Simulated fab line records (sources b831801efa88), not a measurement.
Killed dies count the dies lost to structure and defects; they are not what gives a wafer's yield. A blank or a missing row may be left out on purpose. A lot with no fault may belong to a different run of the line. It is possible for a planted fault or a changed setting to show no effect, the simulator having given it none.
fab line records + flow sky130
[record]
- lots = 4
- wafers = 12
- lastDay = 49
route steps=708 shown VIA2@527 METAL3@532 CAPM@537 PAD_OPEN@708
lots that met no fault: taken from a fault-free run of the same line
startH: start of the lot's first displayed wafer, in hours after the record's first day + waitH: hours since the lot's step before + " same as the row above + L1.1+2: several wafers, shown together as one row + - no value present, or no start provided + * or withheld: withheld + < > ~ a bound
route shown NAME@n: NAME is a module with steps in the file, n the number in the route of the first one + usual: the fault-free wafers' mean and standard deviation + same: alike in all rows + chamber/n: place in a boat + sites: readings site by site + _std_site: standard deviation across them + _edge_site: outer sites' mean less inner sites' + radiusMm: how far each site lies from the wafer's centre + mask NAME#n: copy n + behind: the last tool/chamber to shape the wafer + hold: why the lot was held/for how many hours/how that ended + device: the n, p or np transistor that did not switch + end of line: tests of these same wafers at the route's end + a step given without rows: its recipe and nothing more + killed: at the first sort, the dies lost to defects and structure; wafer yield is something else + map: a wafer's dies, x killed, . not, _ none there
set.NAME: the setting that was run; set.NAME@STEP: the one run at that earlier step + model.NAME: the simulator's own value behind a step, which no gauge read
lots at selected steps of the route; one table per step, one row per wafer
services: a tool's chamber out of use, with start hour (startH, from the record's first day; less than 0 if before it), hours out, and reason
[[steps]]
[step SKY_VIA2_SPUTTER_20]
[recipe]
- material = TiN
- targetThkNm = 20
- chamberPressurePa = 5
- powerW = 4000
- timeS = 80
[step SKY_VIA2_CVD_21]
[recipe]
- material = W
- targetThkNm = 420
- timeS = 126.4
- tempC = 400
- pressureTorr = 40
[step SKY_VIA2_CMP_24]
[recipe]
- stopOn = SiO2
- tOverpolishS = 20
- downForcePsi = 3.5
- platenRpm = 60
- targetThkNm = 0
- padVelocityMS = 0.94248
[step SKY_METAL3_SPUTTER_00]
[recipe]
- material = Ti
- targetThkNm = 15
- powerW = 3000
- timeS = 10
- chamberPressurePa = 0.4
[step SKY_METAL3_SPUTTER_01]
[recipe]
- material = TiN
- targetThkNm = 20
- powerW = 6500
- timeS = 16.7
- chamberPressurePa = 0.4
[step SKY_METAL3_SPUTTER_02]
[recipe]
- material = AlCu
- targetThkNm = 735
- powerW = 10600
- timeS = 39.1
- chamberPressurePa = 0.4
[step SKY_METAL3_SPUTTER_03]
[recipe]
- material = Ti
- targetThkNm = 5
- powerW = 3000
- timeS = 3.3
- chamberPressurePa = 0.4
[step SKY_METAL3_SPUTTER_04]
[recipe]
- material = TiN
- targetThkNm = 70
- powerW = 6500
- timeS = 58.3
- chamberPressurePa = 0.4
[step SKY_CAPM_CVD_00]
[recipe]
- material = SiO2
- targetThkNm = 15.5
- tempC = 400
- timeS = withheld
- rfW = 450
[step SKY_CAPM_SPUTTER_02]
[recipe]
- material = TiN
- targetThkNm = 200
- tempC = 300
- powerW = 6500
- timeS = 166.7
- chamberPressurePa = 0.4
[usual]
- throttleValvePct = 29.2/1.1
| lot.wafer | tool          | chamber | startH | waitH | throttleValvePct | model.TiN_of_CAPM_SPUTTER_02.thkNm |
|-----------|---------------|---------|--------|-------|------------------|------------------------------------|
| L327.3    | pvdSputter-04 | -       | 848.13 | 0.0   | 27.4             | 194.4                              |
| L327.4    | "             | -       | "      | "     | 30.3             | 194.4                              |
| L327.6    | "             | -       | "      | "     | 27.4             | 194.5                              |
| L339.2    | pvdSputter-04 | -       | 939.26 | 0.0   | 30.4             | 202.3                              |
| L339.3    | "             | -       | "      | "     | 31.1             | 200.7                              |
| L339.6    | "             | -       | "      | "     | 30.8             | 131.4                              |
| L341.2    | pvdSputter-04 | -       | 956.67 | 0.0   | 27.4             | 196.8                              |
| L341.5    | "             | -       | "      | "     | 30.7             | 127.6                              |
| L341.6    | "             | -       | "      | "     | 31.1             | 129                                |
| L344.2    | pvdSputter-02 | -       | 974.59 | 0.0   | 29.6             | 199.7                              |
| L344.5    | "             | -       | "      | "     | 29.3             | 200                                |
| L344.6    | "             | -       | "      | "     | 28.9             | 198.2                              |
[step SKY_CAPM_RS_MEAS_03]
[recipe]
- thkMeasGauge = four-point-probe
- reads = TiN_of_CAPM_SPUTTER_02
[usual]
- CAPM_TIN_RS = 6.95/0.079
| lot.wafer | tool         | chamber | startH | waitH | hold                    | CAPM_TIN_RS[ohm/sq] |
|-----------|--------------|---------|--------|-------|-------------------------|---------------------|
| L327.3    | filmMetro-03 | -       | 848.28 | 0.1   | -                       | 7.12                |
| L327.4    | "            | -       | "      | "     | -                       | 7.12                |
| L327.6    | "            | -       | "      | "     | -                       | 7.11                |
| L339.2    | filmMetro-02 | -       | 939.39 | 0.1   | awaitDispo/0.2h/release | 6.83                |
| L339.3    | "            | -       | "      | "     | awaitDispo/0.2h/release | 6.90                |
| L339.6    | "            | -       | "      | "     | awaitDispo/0.2h/release | 10.66               |
| L339.2    | filmMetro-02 | -       | 939.68 | 0.3   | -                       | 6.82                |
| L339.3    | "            | -       | "      | "     | -                       | 6.88                |
| L339.6    | "            | -       | "      | "     | -                       | 10.64               |
| L341.2    | filmMetro-03 | -       | 956.79 | 0.1   | awaitDispo/0.2h/release | 7.02                |
| L341.5    | "            | -       | "      | "     | awaitDispo/0.2h/release | 10.96               |
| L341.6    | "            | -       | "      | "     | awaitDispo/0.2h/release | 10.86               |
| L341.2    | filmMetro-03 | -       | 957.08 | 0.3   | -                       | 7.02                |
| L341.5    | "            | -       | "      | "     | -                       | 10.95               |
| L341.6    | "            | -       | "      | "     | -                       | 10.85               |
| L344.2    | filmMetro-03 | -       | 974.72 | 0.1   | -                       | 6.93                |
| L344.5    | "            | -       | "      | "     | -                       | 6.90                |
| L344.6    | "            | -       | "      | "     | -                       | 6.98                |
[step SKY_CAPM_THK_MEAS_04]
[recipe]
- thkMeasGauge = xrf
- reads = TiN_of_CAPM_SPUTTER_02
[usual]
- CAPM_TIN_THK = 196.6/2.3
| lot.wafer | tool         | chamber | startH | waitH | hold                    | CAPM_TIN_THK[nm] |
|-----------|--------------|---------|--------|-------|-------------------------|------------------|
| L327.3    | filmMetro-03 | -       | 848.38 | 0.1   | -                       | 191.6            |
| L327.4    | "            | -       | "      | "     | -                       | 190.7            |
| L327.6    | "            | -       | "      | "     | -                       | 191.4            |
| L339.2    | filmMetro-02 | -       | 941.11 | 1.4   | awaitDispo/0.2h/release | 199.5            |
| L339.3    | "            | -       | "      | "     | awaitDispo/0.2h/release | 197.8            |
| L339.6    | "            | -       | "      | "     | awaitDispo/0.2h/release | 129.7            |
| L339.2    | filmMetro-02 | -       | 941.33 | 0.2   | -                       | 199.6            |
| L339.3    | "            | -       | "      | "     | -                       | 197.5            |
| L339.6    | "            | -       | "      | "     | -                       | 129.8            |
| L341.2    | filmMetro-03 | -       | 958.80 | 1.7   | awaitDispo/0.2h/release | 195.0            |
| L341.5    | "            | -       | "      | "     | awaitDispo/0.2h/release | 126.9            |
| L341.6    | "            | -       | "      | "     | awaitDispo/0.2h/release | 127.4            |
| L341.2    | filmMetro-03 | -       | 959.02 | 0.2   | -                       | 194.5            |
| L341.5    | "            | -       | "      | "     | -                       | 126.0            |
| L341.6    | "            | -       | "      | "     | -                       | 127.5            |
| L344.2    | filmMetro-03 | -       | 974.83 | 0.1   | -                       | 196.2            |
| L344.5    | "            | -       | "      | "     | -                       | 196.9            |
| L344.6    | "            | -       | "      | "     | -                       | 196.0            |
[step SKY_CAPM_HMDS_06]
[recipe]
- primeTimeS = 60
- primeTempC = 120
[step SKY_CAPM_COAT_07]
[recipe]
- resist = NOVOLAK
- spinRpm = 3000
- resistThkNm = 1140
[step SKY_CAPM_SOFTBAKE_08]
[recipe]
- tempC = 90
- timeS = 60
- resist = NOVOLAK
[step SKY_CAPM_EXPOSE_09]
[recipe]
- maskId = CAPM
- na = 0.6
- sourceShape = conventional
- sigmaOuter = 0.6
- polarization = unpolarized
- targetCdNm = 1000
- doseMj = 159
[step SKY_CAPM_PEB_10]
[recipe]
- tempC = withheld
- timeS = *
- resist = NOVOLAK
[step SKY_CAPM_DEVELOP_11]
[recipe]
- resist = NOVOLAK
- developer = TMAH
- developTimeS = 60
- devTempC = 23
[step SKY_CAPM_METAL_ETCH_13]
[recipe]
- targetDepthNm = 220
- stopOn = SiO2
- chemistry = Cl2/BCl3
- target = TiN
- pressureMtorr = 10
- icpW = 900
- biasW = 48.5
- Cl2_flow_sccm = 60
- bcl3FlowSccm = 30
- timeS = 62.9
[usual]
- drypumpMotorCurrentA = 5.7/0.42
- oesProductAu = 0.939/0.0078
- throttleValvePct = 21.903/0.011
| lot.wafer | tool        | chamber | startH | waitH | drypumpMotorCurrentA | oesProductAu | rfHoursCounterH | throttleValvePct |
|-----------|-------------|---------|--------|-------|----------------------|--------------|-----------------|------------------|
| L327.3    | rieMetal-01 | 1       | 874.29 | 0.0   | 6.2                  | 0.927        | -               | 21.925           |
| L327.4    | "           | 0       | "      | "     | 6.2                  | 0.927        | -               | 21.924           |
| L327.6    | "           | 1       | "      | "     | 6.2                  | 0.926        | -               | 21.930           |
| L339.2    | rieMetal-03 | 0       | 964.36 | 0.0   | 5.8                  | 0.945        | 5               | 21.891           |
| L339.3    | "           | 1       | "      | "     | 5.1                  | 0.947        | -               | 21.919           |
| L339.6    | "           | 0       | "      | "     | 5.8                  | 0.755        | -               | 22.015           |
| L341.2    | rieMetal-03 | 0       | 980.87 | 0.0   | 5.8                  | 0.923        | 7               | 21.910           |
| L341.5    | "           | 0       | "      | "     | 5.8                  | 0.736        | -               | 22.048           |
| L341.6    | "           | 1       | "      | "     | 5.1                  | 0.755        | -               | 22.047           |
| L344.2    | rieMetal-01 | 0       | 998.36 | 0.0   | 6.3                  | 0.944        | 19              | 21.909           |
| L344.5    | "           | 0       | "      | "     | 6.3                  | 0.944        | -               | 21.910           |
| L344.6    | "           | 1       | "      | "     | 6.2                  | 0.942        | -               | 21.892           |
[step SKY_CAPM_STRIP_14]
[recipe]
- chemistry = O2/N2
- powerW = 1400
- pressureMtorr = 1500
- platenTempC = withheld
- o2FlowSccm = 3000
- n2FlowSccm = 300
- overashFraction = 0.5
[step SKY_CAPM_STRIP_15]
[recipe]
- chemistry = postEtchResidueRemover
- timeS = 1200
- tempC = 72.5
[step SKY_CAPM_CLEAN_16]
[recipe]
- chemistry = IPA
- timeS = 180
- tempC = 25
[step SKY_CAPM_CLEAN_17]
[recipe]
- chemistry = O3/DIW
- dry = n2Spin
[step SKY_METAL3_DEHYDRATE_05]
[recipe]
- tempC = 200
- timeS = 60
[step SKY_METAL3_HMDS_06]
[recipe]
- primeTimeS = 60
- primeTempC = 120
[step SKY_METAL3_COAT_07]
[recipe]
- resist = BARC
- tempC = withheld
- timeS = withheld
- spinRpm = 3000
- resistThkNm = 60
[step SKY_METAL3_COAT_08]
[recipe]
- resist = KrF-thick
- spinRpm = 3000
- resistThkNm = 1140
[step SKY_METAL3_SOFTBAKE_09]
[recipe]
- tempC = 100
- timeS = 90
- resist = KrF-thick
[step SKY_METAL3_EXPOSE_10]
[recipe]
- maskId = MM3
- na = 0.68
- sourceShape = annular
- sigmaInner = 0.4
- sigmaOuter = 0.8
- targetCdNm = 300
- doseMj = 28
[step SKY_METAL3_PEB_11]
[recipe]
- pebTempC = withheld
- pebTimeS = withheld
- resist = KrF-thick
[step SKY_METAL3_DEVELOP_12]
[recipe]
- developTimeS = 60
- resist = KrF-thick
- devTempC = 21
[step SKY_METAL3_DESCUM_15]
[recipe]
- chemistry = O2
- sourcePowerW = 150
- biasPowerW = 0
- pressureMtorr = 10
- tempC = 40
- timeS = 8
[step SKY_METAL3_ETCH_16]
[recipe]
- chemistry = N2/H2
- target = BARC
- ionEnergyEv = 200
- biasW = 100
- pressureMtorr = 30
- n2FlowSccm = 100
- h2FlowSccm = 200
- icpW = 500
- stopOn = SiO2
- timeS = 88.2
- targetDepthA = 600
[step SKY_METAL3_ETCH_17]
[recipe]
- target = SiO2
- stopOn = TiN
- chemistry = C4F8/O2/Ar
- sourceW = 1500
- biasW = 1200
- pressureMtorr = 40
- c4f8FlowSccm = withheld
- O2_flow_sccm = 6
- Ar_flow_sccm = 300
- timeS = 3.9
- targetDepthA = 150
[step SKY_METAL3_METAL_ETCH_18]
[recipe]
- targetDepthA = 8450
- stopOn = SiO2
- overEtchFrac = 0.3
- timeS = 183.1
- chemistry = Cl2/BCl3
- resistSidewallDeg = 88
- pressureMtorr = 10
- icpW = 900
- biasW = 48.5
- Cl2_flow_sccm = 60
- bcl3FlowSccm = 30
[step SKY_METAL3_STRIP_20]
[recipe]
- chemistry = postEtchResidueRemover
- timeS = 1200
- tempC = 72.5
[usual]
- tempC = 72.49/0.12
| lot.wafer | tool        | chamber | startH  | waitH | tempC | model.TiN_of_CAPM_SPUTTER_02.thkNm |
|-----------|-------------|---------|---------|-------|-------|------------------------------------|
| L327.3    | wetBench-01 | 0       | 901.23  | 0.0   | 72.33 | 193.6                              |
| L327.4    | "           | 0       | "       | "     | 72.56 | 193.5                              |
| L327.6    | "           | 0       | "       | "     | 72.50 | 193.6                              |
| L339.2    | wetBench-04 | 3       | 988.80  | 0.1   | 72.26 | 201.5                              |
| L339.3    | "           | 3       | "       | "     | 72.37 | 199.9                              |
| L339.6    | "           | 3       | "       | "     | 72.37 | 130.5                              |
| L341.2    | wetBench-03 | 2       | 1005.22 | 0.1   | 72.49 | 196                                |
| L341.5    | "           | 2       | "       | "     | 72.40 | 126.7                              |
| L341.6    | "           | 2       | "       | "     | 72.39 | 128.1                              |
| L344.2    | wetBench-04 | 2       | 1023.32 | 0.1   | 72.33 | 198.8                              |
| L344.5    | "           | 2       | "       | "     | 72.29 | 199.1                              |
| L344.6    | "           | 2       | "       | "     | 72.37 | 197.3                              |
[step SKY_PAD_OPEN_PROBE_99]
[usual]
- defectLimitedYield = 82.7/1.9
- killed_at_M0_to_M3 = 43/7.3
- killed_at_M4_up = 3.1/1.7
- killedAtContacts = 25/5.3
- killedAtFrontEnd = 14/4.1
- killedAtOther = 0.3/0.56
- killedDies = 85/9.4
- killedOpen = 46/7.4
- killedShort = 38/5.8
- sort_bin_3_pad_short = 0.8/0.4
- sort_bin_5_function = 10.2/1.5
- sort_bin_6_memory = 6.2/1.2
- sortNPass = 407/9.4
- sortYieldPct = 82.7/1.9
[same]
- grossDies = 492
- killedAtBackSide = 0
- sort_bin_4_leakage[%] = 0
- sort_bin_8_speed[%] = 0
| lot.wafer | tool      | chamber | startH  | waitH | defectLimitedYield[%] | killed_at_M0_to_M3 | killed_at_M4_up | killedAtContacts | killedAtFrontEnd | killedAtOther | killedDies | killedOpen | killedShort | sort_bin_3_pad_short[%] | sort_bin_5_function[%] | sort_bin_6_memory[%] | sortNPass | sortYieldPct[%] | model.etest.capMim.plateOhmSq | model.etest.capMim.bvV | model.etest.capMim.leakLog10ACm2 |
|-----------|-----------|---------|---------|-------|-----------------------|--------------------|-----------------|------------------|------------------|---------------|------------|------------|-------------|-------------------------|------------------------|----------------------|-----------|-----------------|-------------------------------|------------------------|----------------------------------|
| L327.3    | prober-02 | -       | 1076.73 | 0.2   | 80.1                  | 63                 | 5               | 20               | 10               | 0             | 98         | 61         | 37          | 1.2                     | 10.6                   | 8.1                  | 394       | 80.1            | 6.202                         | 13.17                  | -8.881                           |
| L327.4    | prober-02 | -       | 1076.78 | 0.2   | 85.0                  | 33                 | 3               | 27               | 9                | 2             | 74         | 39         | 34          | 1.4                     | 11.0                   | 2.6                  | 418       | 85.0            | 6.146                         | 14.07                  | -9.07                            |
| L327.6    | prober-02 | -       | 1076.88 | 0.2   | 85.0                  | 46                 | 4               | 16               | 8                | 0             | 74         | 41         | 33          | 0.4                     | 9.8                    | 4.9                  | 418       | 85.0            | 6.153                         | 13.99                  | -8.979                           |
| L339.2    | prober-01 | -       | 1147.50 | 0.1   | 84.1                  | 32                 | 5               | 28               | 13               | 0             | 78         | 44         | 34          | 0.6                     | 8.7                    | 6.5                  | 414       | 84.1            | 5.869                         | 13.98                  | -8.87                            |
| L339.3    | prober-01 | -       | 1147.55 | 0.2   | 80.3                  | 52                 | 1               | 27               | 16               | 1             | 97         | 55         | 41          | 1.2                     | 10.4                   | 8.1                  | 395       | 80.3            | 5.918                         | 13.3                   | -9.088                           |
| L339.6    | prober-01 | -       | 1147.70 | 0.2   | 80.7                  | 52                 | 4               | 30               | 9                | 0             | 95         | 56         | 38          | 1.0                     | 12.2                   | 6.1                  | 397       | 80.7            | 9.123                         | 12.53                  | -8.201                           |
| L341.2    | prober-01 | -       | 1161.71 | 0.1   | 84.6                  | 36                 | 5               | 22               | 12               | 1             | 76         | 38         | 38          | 0.6                     | 7.5                    | 7.3                  | 416       | 84.6            | 6.087                         | 13.5                   | -8.833                           |
| L341.5    | prober-01 | -       | 1161.86 | 0.2   | 84.1                  | 37                 | 4               | 23               | 14               | 0             | 78         | 46         | 32          | 0.8                     | 9.1                    | 5.9                  | 414       | 84.1            | 9.291                         | 11.9                   | -8.145                           |
| L341.6    | prober-01 | -       | 1161.91 | 0.2   | 81.3                  | 49                 | 2               | 29               | 12               | 0             | 92         | 49         | 43          | 0.4                     | 10.8                   | 7.5                  | 400       | 81.3            | 9.27                          | 12.16                  | -8.326                           |
| L344.2    | prober-02 | -       | 1175.80 | 0.1   | 85.2                  | 33                 | 4               | 26               | 10               | 0             | 73         | 43         | 30          | 0                       | 9.1                    | 5.7                  | 419       | 85.2            | 5.975                         | 14                     | -8.857                           |
| L344.5    | prober-02 | -       | 1175.95 | 0.2   | 82.3                  | 42                 | 4               | 26               | 13               | 2             | 87         | 38         | 49          | 0.8                     | 10.8                   | 6.1                  | 405       | 82.3            | 5.924                         | 14.02                  | -8.771                           |
| L344.6    | prober-02 | -       | 1176.00 | 0.2   | 82.7                  | 46                 | 6               | 22               | 10               | 1             | 85         | 42         | 43          | 0.8                     | 8.1                    | 8.3                  | 407       | 82.7            | 6.092                         | 13.73                  | -8.949                           |
// killed by level:class
L327.3 VIA1:geometricParticle:open=20 METAL2:geometricParticle:short=9 LI_CONTACT:geometricParticle:open=8 VIA2:geometricParticle:open=8 VIA3:geometricParticle:open=8 LOCAL_INTERCONNECT:geometricParticle:short=4 CONTACT:geometricParticle:open=4 VIA1:geometricParticle:short=4
L327.4 CONTACT:geometricParticle:open=11 LI_CONTACT:geometricParticle:open=6 LOCAL_INTERCONNECT:geometricParticle:short=6 VIA2:geometricParticle:open=5 VIA1:geometricParticle:open=5 METAL2:geometricParticle:short=5 VIA3:geometricParticle:open=5 METAL1:geometricParticle:short=4
L327.6 VIA1:geometricParticle:open=11 VIA3:geometricParticle:open=9 LI_CONTACT:geometricParticle:open=8 VIA1:geometricParticle:short=6 METAL1:geometricParticle:short=5 METAL2:geometricParticle:short=4 VIA2:geometricParticle:open=4 POLY_GATE:geometricParticle:short=3
L339.2 CONTACT:geometricParticle:open=16 VIA3:geometricParticle:open=7 VIA1:geometricParticle:open=6 VIA1:geometricParticle:short=6 POLY_GATE:geometricParticle:short=5 LI_CONTACT:geometricParticle:open=4 CONTACT:geometricParticle:short=4 METAL1:geometricParticle:short=4
L339.3 VIA1:geometricParticle:open=12 LI_CONTACT:geometricParticle:open=9 VIA3:geometricParticle:open=8 METAL2:geometricParticle:short=8 VIA2:geometricParticle:open=8 CONTACT:geometricParticle:open=7 METAL1:geometricParticle:short=6 CONTACT:geometricParticle:short=5
L339.6 CONTACT:geometricParticle:open=11 VIA3:geometricParticle:open=10 LI_CONTACT:geometricParticle:open=8 VIA2:geometricParticle:open=8 METAL1:geometricParticle:short=7 VIA1:geometricParticle:short=7 VIA1:geometricParticle:open=6 FIELD_ISO:geometricParticle:open=4
L341.2 CONTACT:geometricParticle:open=11 LOCAL_INTERCONNECT:geometricParticle:short=6 VIA1:geometricParticle:open=6 VIA2:geometricParticle:open=5 VIA3:geometricParticle:open=5 METAL3:geometricParticle:short=4 VIA1:geometricParticle:short=4 FIELD_ISO:geometricParticle:open=3
L341.5 VIA1:geometricParticle:open=8 CONTACT:geometricParticle:open=7 LI_CONTACT:geometricParticle:open=6 FIELD_ISO:geometricParticle:open=5 VIA2:geometricParticle:open=5 METAL2:geometricParticle:open=5 POLY_GATE:geometricParticle:open=4 LOCAL_INTERCONNECT:geometricParticle:short=4
L341.6 VIA1:geometricParticle:open=12 CONTACT:geometricParticle:open=10 METAL2:geometricParticle:short=8 FIELD_ISO:geometricParticle:open=7 CONTACT:geometricParticle:short=7 LI_CONTACT:geometricParticle:open=6 VIA1:geometricParticle:short=6 VIA2:geometricParticle:short=5
L344.2 LOCAL_INTERCONNECT:geometricParticle:short=9 VIA2:geometricParticle:open=9 VIA1:geometricParticle:open=8 CONTACT:geometricParticle:open=8 VIA3:geometricParticle:open=7 LI_CONTACT:geometricParticle:open=6 POLY_GATE:geometricParticle:short=3 CONTACT:geometricParticle:short=3
L344.5 CONTACT:geometricParticle:short=10 CONTACT:geometricParticle:open=10 METAL2:geometricParticle:short=10 VIA1:geometricParticle:open=7 VIA2:geometricParticle:open=7 FIELD_ISO:geometricParticle:short=6 VIA3:geometricParticle:open=6 METAL1:geometricParticle:short=5
L344.6 VIA1:geometricParticle:open=11 CONTACT:geometricParticle:short=9 VIA2:geometricParticle:open=7 METAL2:geometricParticle:short=6 CONTACT:geometricParticle:open=5 VIA2:geometricParticle:short=5 METAL4:geometricParticle:short=5 POLY_GATE:geometricParticle:open=4
[[services]]
| tool          | chamber | startH  | hours | kind                  |
|---------------|---------|---------|-------|-----------------------|
| rieMetal-03   | 0       | 828.87  | -     | clean                 |
| rieMetal-03   | 0       | 828.87  | 24.3  | scheduledDown         |
| rieMetal-03   | 0       | 828.87  | 24.3  | ventCycle             |
| wetBench-01   | -       | 858.08  | 3.5   | repair                |
| wetBench-03   | -       | 869.18  | 27.0  | pm                    |
| rieMetal-01   | -       | 887.20  | 0.6   | repair                |
| rieMetal-01   | 0       | 899.65  | 6.2   | repair                |
| pvdSputter-02 | 0       | 923.70  | -     | consumableReplace:kit |
| pvdSputter-02 | 0       | 923.70  | 18.0  | scheduledDown         |
| pvdSputter-02 | 0       | 923.70  | 18.0  | ventCycle             |
| pvdSputter-04 | -       | 929.15  | 1.2   | repair                |
| rieMetal-03   | 0       | 949.59  | 1.5   | repair                |
| rieMetal-03   | -       | 959.00  | 2.8   | pm                    |
| pvdSputter-04 | 0       | 980.00  | -     | consumableReplace:kit |
| pvdSputter-04 | 0       | 980.00  | 18.0  | scheduledDown         |
| pvdSputter-04 | 0       | 980.00  | 18.0  | ventCycle             |
| pvdSputter-04 | -       | 1007.05 | 11.3  | repair                |
| rieMetal-01   | 0       | 1016.41 | -     | clean                 |
| rieMetal-01   | 0       | 1016.41 | 13.1  | scheduledDown         |
| rieMetal-01   | 0       | 1016.41 | 13.1  | ventCycle             |
| wetBench-03   | -       | 1021.39 | 1.6   | repair                |
[[key]]
[firstSign]
- step = SKY_CAPM_RS_MEAS_03
- reading = visit
- direction = added
[effect]
- step = SKY_CAPM_RS_MEAS_03
- reading = CAPM_TIN_RS
- direction = up
- sigmas = 49
- usual = 6.95
- struck = 10.83
[effect]
- step = SKY_CAPM_THK_MEAS_04
- reading = visit
- direction = added
[effect]
- step = SKY_CAPM_THK_MEAS_04
- reading = CAPM_TIN_THK
- direction = down
- sigmas = 30
- usual = 196.6
- struck = 128.0
[effect]
- step = SKY_CAPM_METAL_ETCH_13
- reading = oesProductAu
- direction = down
- sigmas = 24
- usual = 0.939
- struck = 0.748
[modelEffect]
- step = SKY_CAPM_SPUTTER_02
- value = TiN_of_CAPM_SPUTTER_02.thkNm
- without = 197.2
- struck = 129.3
[modelEffect]
- step = SKY_METAL3_STRIP_20
- value = TiN_of_CAPM_SPUTTER_02.thkNm
- without = 196.3
- struck = 128.5
[modelEffect]
- step = SKY_PAD_OPEN_PROBE_99
- value = etest.capMim.plateOhmSq
- without = 6.051
- struck = 9.228
metAt SKY_CAPM_SPUTTER_02
struckWafers L339.6,L341.5,L341.6
onsetBetween 848.13 939.26
[fault]
- kind = processParameterDrift
- tool = pvdSputter-04
- chamber = -
- onsetH = 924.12
- steps = SKY_CAPM_SPUTTER_02
- channel = targetThkNm
- offset = -67.884
- shape = step
- endH = 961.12
- scope = struckWafersOnly
- actsIn = theseRecipesOnly
- stated = 200
